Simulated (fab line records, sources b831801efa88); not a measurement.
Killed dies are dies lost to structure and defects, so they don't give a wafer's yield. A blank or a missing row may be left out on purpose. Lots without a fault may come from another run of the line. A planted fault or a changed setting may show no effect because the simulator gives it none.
Chamber matching | flow gf180mcu | GF_CONTACT_CMP_27 on cmp-01: 4 sister chambers
The step polishes, stops on SiO2, t overpolish 15 s, target thk 0 nm. 8 wafers are shown with their chamber, then 8 later ones without.

WAFERS WITH THEIR CHAMBER
wafer  | chamber | motor_current_A (A) | overpolish_run_s (s)
L211.3 | 1       | 10.3                | 14.992
L213.6 | 1       | 9.6                 | 14.993
L218.1 | 3       | 11.4                | 14.991
L220.2 | 2       | 12.5                | 15.003
L227.1 | 3       | 11.9                | 15.006
L227.3 | 0       | 11.2                | 14.994
L227.6 | 2       | 11.4                | 15.008
L228.1 | 0       | 11.2                | 15.004

WAFERS WITHOUT THEIR CHAMBER
wafer  | motor_current_A (A) | overpolish_run_s (s)
L228.2 | 11.5                | 15.001
L228.3 | 11.9                | 15.003
L229.1 | 9.6                 | 14.997
L229.2 | 12.5                | 14.985
L229.3 | 11.4                | 15.008
L232.1 | 9.9                 | 15.000
L232.3 | 10.8                | 15.007
L232.4 | 11.3                | 14.986

WHICH CHAMBER EACH WENT THROUGH
wafer  | from the rows above               | in truth
L228.2 | can't be placed: 3 or 0 or 2      | 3
L228.3 | can't be placed: 2 or 3 or 0      | 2
L229.1 | 1                                 | 1
L229.2 | can't be placed: 3 or 2 or 0      | 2
L229.3 | can't be placed: 2 or 0 or 3      | 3
L232.1 | can't be placed: 1 or 0           | 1
L232.3 | can't be placed: 0 or 3 or 2 or 1 | 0
L232.4 | can't be placed: 0 or 3 or 1 or 2 | 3
Placed correctly: 1 of 8. Can't be placed from these rows: 7 (the true chamber is among the candidates in 7). Placed wrongly: 0.
How it was worked out, from the rows above alone: a wafer's distance from a chamber is the root of the sum, over the readings, of the square of ((its reading less the chamber's mean) divided by the reading's scatter). The wafer belongs to the nearest chamber; if the next one is less than 2 further off, it can't be placed. A chamber's mean is the mean of its shown wafers. The scatter: the root of (the sum of the squares of (reading less its chamber's mean) over the shown wafers, divided by (wafers less chambers)).
